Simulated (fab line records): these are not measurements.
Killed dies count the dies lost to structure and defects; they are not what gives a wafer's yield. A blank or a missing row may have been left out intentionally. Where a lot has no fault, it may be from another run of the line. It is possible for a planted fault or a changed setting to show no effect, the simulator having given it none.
Which of the tools did it? | flow sky130 | 72 wafers from 24 lots sampled at 4 of the route's 708 steps

== WHAT EACH GAUGE READ, for each wafer ==
SKY_METAL1_OVL_MEAS_16. Usual: METAL1_OVL typically reads 0 nm, with standard deviation 4.5.
lot  | measured     | on         | METAL1_OVL (nm) | flag
L075 | day 33 10:16 | overlay-01 | -1 1 0          |
L074 | day 33 12:46 | overlay-01 | 12 2 6          |
L076 | day 33 18:12 | overlay-01 | 10 9 2          |
L077 | day 33 19:22 | overlay-02 | 3 3 8           |
L078 | day 34 01:08 | overlay-01 | 4 0 6           |
L079 | day 34 10:52 | overlay-02 | 4 2 0           |
L080 | day 35 00:01 | overlay-02 | 0 -3 -4         |
L081 | day 35 10:16 | overlay-02 | -1 -2 4         |
L082 | day 35 20:44 | overlay-01 | 2 -3 -4         |
L084 | day 36 08:34 | overlay-01 | -1 4 6          |
L083 | day 36 14:49 | overlay-02 | 0 -2 1          |
L085 | day 36 18:30 | overlay-02 | 1 1 -6          |
L086 | day 37 00:46 | overlay-01 | 3 4 2           |
L087 | day 37 11:13 | overlay-01 | -6 -3 -13       |
L088 | day 37 16:03 | overlay-01 | 5 1 3           |
L089 | day 37 17:43 | overlay-01 | 7 3 -3          |
L090 | day 38 04:06 | overlay-02 | 2 -5 -4         |
L091 | day 38 08:21 | overlay-02 | 0 -7 -4         |
L092 | day 38 13:13 | overlay-01 | 3 1 0           |
L093 | day 38 22:25 | overlay-02 | 1 -3 2          |
L094 | day 39 00:34 | overlay-02 | 5 -1 0          |
L095 | day 39 06:46 | overlay-01 | -1 2 -4         |
L096 | day 39 18:46 | overlay-02 | -4 3 -4         |
L097 | day 39 22:46 | overlay-02 | -5 5 3          |

SKY_VIA1_THK_MEAS_23: measures by xrf. Usual: VIA1_W_THK typically reads 279 nm, with standard deviation 4.3.
lot  | measured     | on            | VIA1_W_THK (nm) | flag
L075 | day 34 15:07 | film metro-01 | 279 280 279     |
L074 | day 34 17:16 | film metro-02 | 275 279 271     |
L076 | day 34 22:52 | film metro-01 | 275 284 275     |
L077 | day 35 00:05 | film metro-01 | 280 281 285     |
L078 | day 35 05:22 | film metro-03 | 272 275 276     |
L079 | day 35 15:02 | film metro-01 | 287 280 285     |
L080 | day 36 04:17 | film metro-02 | 274 279 272     |
L081 | day 36 14:25 | film metro-02 | 275 269 278     |
L082 | day 37 00:42 | film metro-01 | 276 278 280     |
L084 | day 37 12:44 | film metro-03 | 283 284 282     |
L083 | day 37 18:52 | film metro-02 | 278 280 280     |
L085 | day 37 21:32 | film metro-01 | 285 290 288     |
L086 | day 38 04:02 | film metro-02 | 278 278 280     |
L087 | day 38 14:10 | film metro-03 | 280 280 280     |
L088 | day 38 19:35 | film metro-01 | 282 282 279     |
L089 | day 38 21:17 | film metro-01 | 283 282 283     |
L090 | day 39 07:29 | film metro-03 | 283 281 284     |
L091 | day 39 11:23 | film metro-01 | 274 275 278     |
L092 | day 39 14:34 | film metro-01 | 273 275 277     |
L093 | day 40 01:10 | film metro-03 | 284 284 280     |
L094 | day 40 02:44 | film metro-03 | 273 275 274     |
L095 | day 40 09:08 | film metro-02 | 271 274 272     |
L096 | day 40 21:17 | film metro-01 | 274 284 278     |
L097 | day 41 01:31 | film metro-03 | 280 278 280     |

SKY_METAL2_RS_MEAS_05: uses a four-point probe to measure. Usual: METAL2_ALCU_RS typically reads 0.1269 ohm/sq, with standard deviation 0.0015.
lot  | measured     | on            | METAL2_ALCU_RS (ohm/sq) | flag
L075 | day 34 15:37 | film metro-04 | 0.1256 0.1254 0.1260    |
L074 | day 34 17:47 | film metro-03 | 0.1287 0.1273 0.1282    |
L076 | day 34 23:22 | film metro-04 | 0.1258 0.1238 0.1261    |
L077 | day 35 00:36 | film metro-02 | 0.1266 0.1268 0.1265    |
L078 | day 35 05:53 | film metro-02 | 0.1260 0.1271 0.1273    |
L079 | day 35 15:32 | film metro-04 | 0.1260 0.1257 0.1259    |
L080 | day 36 04:47 | film metro-04 | 0.1288 0.1282 0.1278    |
L081 | day 36 14:55 | film metro-02 | 0.1279 0.1265 0.1284    |
L082 | day 37 01:20 | film metro-03 | 0.1245 0.1297 0.1260    |
L084 | day 37 13:14 | film metro-04 | 0.1264 0.1285 0.1265    |
L083 | day 37 19:22 | film metro-03 | 0.1274 0.1267 0.1271    |
L085 | day 37 22:03 | film metro-02 | 0.1287 0.1285 0.1297    |
L086 | day 38 04:32 | film metro-02 | 0.1265 0.1271 0.1276    |
L087 | day 38 14:41 | film metro-04 | 0.1282 0.1298 0.1291    |
L088 | day 38 20:05 | film metro-02 | 0.1245 0.1233 0.1230    |
L089 | day 38 21:48 | film metro-04 | 0.1261 0.1290 0.1259    |
L090 | day 39 07:59 | film metro-04 | 0.1259 0.1264 0.1263    |
L091 | day 39 11:53 | film metro-03 | 0.1258 0.1284 0.1253    |
L092 | day 39 15:05 | film metro-02 | 0.1290 0.1274 0.1276    |
L093 | day 40 01:41 | film metro-04 | 0.1254 0.1254 0.1251    |
L094 | day 40 03:15 | film metro-02 | 0.1270 0.1268 0.1271    |
L095 | day 40 09:39 | film metro-02 | 0.1282 0.1274 0.1272    |
L096 | day 40 21:47 | film metro-04 | 0.1264 0.1273 0.1290    |
L097 | day 41 02:01 | film metro-04 | 0.1243 0.1253 0.1246    |

== TOOL THAT RAN EACH LOT (tool first, then ch and the chambers of the sampled wafers, then the start) ==
lot  | SKY_LI_CONTACT_SPUTTER_19
L075 | pvd sputter-02, day 29 17:22
L074 | pvd sputter-02, day 29 19:55
L076 | pvd sputter-02, day 30 01:04
L077 | pvd sputter-04, day 30 02:22
L078 | pvd sputter-04, day 30 07:53
L079 | pvd sputter-04, day 30 21:19
L080 | pvd sputter-02, day 31 09:41
L081 | pvd sputter-03, day 31 21:13
L082 | pvd sputter-04, day 32 09:08
L084 | pvd sputter-04, day 32 21:46
L083 | pvd sputter-04, day 33 04:19
L085 | pvd sputter-03, day 33 08:26
L086 | pvd sputter-04, day 33 14:30
L087 | pvd sputter-02, day 34 02:04
L088 | pvd sputter-03, day 34 06:40
L089 | pvd sputter-03, day 34 08:11
L090 | pvd sputter-03, day 34 19:38
L091 | pvd sputter-02, day 35 00:11
L092 | pvd sputter-04, day 35 05:08
L093 | pvd sputter-03, day 35 15:38
L094 | pvd sputter-02, day 35 17:52
L095 | pvd sputter-03, day 35 22:32
L096 | pvd sputter-02, day 36 11:34
L097 | pvd sputter-04, day 36 15:59
- SKY_LI_CONTACT_SPUTTER_19: material Ti, target thk 20 nm, time 106.37 s.

== AS READ BY THE TOOLS THEMSELVES (means over the sampled wafers that have a number; for cases with no such wafer, the mark the record gives instead) ==
SKY_LI_CONTACT_SPUTTER_19. Usual: cathode dc power W 2500.0 W, standard deviation 0.46; chamber pressure pa 5.001 Pa, standard deviation 0.01; throttle valve pct 30.1 %, standard deviation 1.6.
lot  | tool           | cathode dc power W (W) | chamber pressure pa (Pa) | throttle valve pct (%) | flag
L075 | pvd sputter-02 | 2499.8                 | 5.000                    | 29.6                   |
L074 | pvd sputter-02 | 2499.8                 | 4.998                    | 29.1                   |
L076 | pvd sputter-02 | 2500.1                 | 5.007                    | 29.0                   |
L077 | pvd sputter-04 | 2500.1                 | 5.006                    | 30.5                   |
L078 | pvd sputter-04 | 2499.9                 | 4.988                    | 30.7                   |
L079 | pvd sputter-04 | 2499.6                 | 5.003                    | 30.3                   |
L080 | pvd sputter-02 | 2500.1                 | 5.008                    | 30.8                   |
L081 | pvd sputter-03 | 2499.7                 | 5.018                    | 29.0                   |
L082 | pvd sputter-04 | 2500.4                 | 5.006                    | 30.3                   |
L084 | pvd sputter-04 | 2500.1                 | 4.996                    | 30.8                   |
L083 | pvd sputter-04 | 2500.3                 | 4.991                    | 32.6                   |
L085 | pvd sputter-03 | 2499.5                 | 4.999                    | 29.1                   |
L086 | pvd sputter-04 | 2500.2                 | 5.002                    | 31.2                   |
L087 | pvd sputter-02 | 2499.9                 | 5.011                    | 30.0                   |
L088 | pvd sputter-03 | 2500.1                 | 5.009                    | 29.4                   |
L089 | pvd sputter-03 | 2500.3                 | 5.001                    | 29.2                   |
L090 | pvd sputter-03 | 2500.0                 | 4.996                    | 29.0                   |
L091 | pvd sputter-02 | 2500.3                 | 4.996                    | 30.8                   |
L092 | pvd sputter-04 | 2500.0                 | 4.994                    | 32.0                   |
L093 | pvd sputter-03 | 2500.0                 | 4.997                    | 29.2                   |
L094 | pvd sputter-02 | 2499.9                 | 4.998                    | 29.6                   |
L095 | pvd sputter-03 | 2500.0                 | 5.000                    | 29.1                   |
L096 | pvd sputter-02 | 2499.6                 | 4.992                    | 29.6                   |
L097 | pvd sputter-04 | 2499.4                 | 5.004                    | 29.5                   |

== THE ANSWER, worked out from the rows above alone ==
Rule: lot off if the mean of its wafers having a number is beyond 3 standard deviations from the usual mean. Also off: a lot with no number at a reading for which 4 or more lots have one. All remaining lots with rows at the step are treated as sound. Order of review: gauges by route order, followed by the tools' own readings, for which a lot's mean as printed above is used. At the first step where some lot is off, the reading lying furthest off is the one used; lots without a number count as furthest.
None of the lots is off at any reading shown; this tells nothing.

== WHAT THE SIMULATOR PUT IN ==
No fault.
